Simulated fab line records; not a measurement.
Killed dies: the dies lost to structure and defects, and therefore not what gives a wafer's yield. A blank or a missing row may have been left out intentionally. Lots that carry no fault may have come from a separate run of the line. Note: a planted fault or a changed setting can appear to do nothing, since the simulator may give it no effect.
Matching of chambers | flow sky130 | SKY_METAL4_ETCH_17 on rie diel-03: 4 sister chambers
The step etches SiO2 in C4F8/O2/Ar, stops on TiN, time 3.9 s, target depth 15 nm. 20 wafers are shown with their chamber, then 10 later ones without.

EACH WAFER AND ITS CHAMBER
wafer  | chamber | oes product au (a.u.) | chamber pressure mTorr (mTorr)
L074.1 | 2       | 0.742                 | 40.02
L074.2 | 1       | 0.761                 | 40.00
L074.3 | 0       | 0.747                 | 40.00
L075.1 | 3       | 0.759                 | 39.98
L075.4 | 0       | 0.757                 | 40.02
L075.5 | 0       | 0.758                 | 40.00
L076.4 | 3       | 0.773                 | 40.06
L076.5 | 3       | 0.767                 | 39.99
L076.6 | 2       | 0.753                 | 40.07
L077.1 | 0       | 0.754                 | 39.99
L077.4 | 1       | 0.754                 | 39.99
L077.5 | 3       | 0.758                 | 40.02
L078.3 | 0       | 0.753                 | 39.96
L078.5 | 3       | 0.741                 | 39.97
L078.6 | 0       | 0.767                 | 40.10
L079.1 | 0       | 0.750                 | 39.98
L079.3 | 2       | 0.748                 | 40.03
L079.4 | 2       | 0.748                 | 40.06
L080.1 | 0       | 0.754                 | 39.95
L080.2 | 3       | 0.760                 | 40.05

SIGNATURES (averages over the wafers above)
reading                | chamber 0 | chamber 1 | chamber 2 | chamber 3 | scatter within a chamber
oes product au         | 0.75500   | 0.75750   | 0.74775   | 0.75967   | 0.00759
chamber pressure mTorr | 40.0000   | 39.9950   | 40.0450   | 40.0117   | 0.0386
Rule: a wafer's distance from a chamber is the root of the sum, over the readings, of the square of ((its reading less the chamber's mean) divided by the reading's scatter). If the next closest chamber is less than 2 further off than the closest, the wafer can't be placed; otherwise it belongs to the closest. The scatter is the square root of a quotient: the sum, over the shown wafers, of each reading's squared deviation from its chamber's mean, divided by wafers minus chambers.

WAFERS WITHOUT THEIR CHAMBER
wafer  | oes product au (a.u.) | chamber pressure mTorr (mTorr)
L080.4 | 0.757                 | 40.03
L082.1 | 0.752                 | 40.03
L082.3 | 0.753                 | 40.03
L082.5 | 0.742                 | 39.96
L092.1 | 0.746                 | 39.99
L092.2 | 0.749                 | 40.00
L092.6 | 0.756                 | 40.01
L093.3 | 0.748                 | 40.05
L093.4 | 0.743                 | 40.04
L093.5 | 0.752                 | 39.93

CHAMBER TAKEN BY EACH
wafer  | from the rows above               | in truth
L080.4 | can't be placed: 3 or 0 or 1 or 2 | 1
L082.1 | can't be placed: 2 or 0 or 3 or 1 | 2
L082.3 | can't be placed: 2 or 0 or 3 or 1 | 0
L082.5 | can't be placed: 0 or 1 or 2 or 3 | 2
L092.1 | can't be placed: 0 or 2 or 1 or 3 | 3
L092.2 | can't be placed: 0 or 1 or 2 or 3 | 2
L092.6 | can't be placed: 0 or 1 or 3 or 2 | 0
L093.3 | can't be placed: 2 or 0 or 3 or 1 | 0
L093.4 | can't be placed: 2 or 0 or 1 or 3 | 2
L093.5 | can't be placed: 1 or 0 or 3 or 2 | 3
Correctly placed: 0 of 10. These rows do not allow placing 10 (true chamber among the candidates in 10). Number placed wrongly: 0.
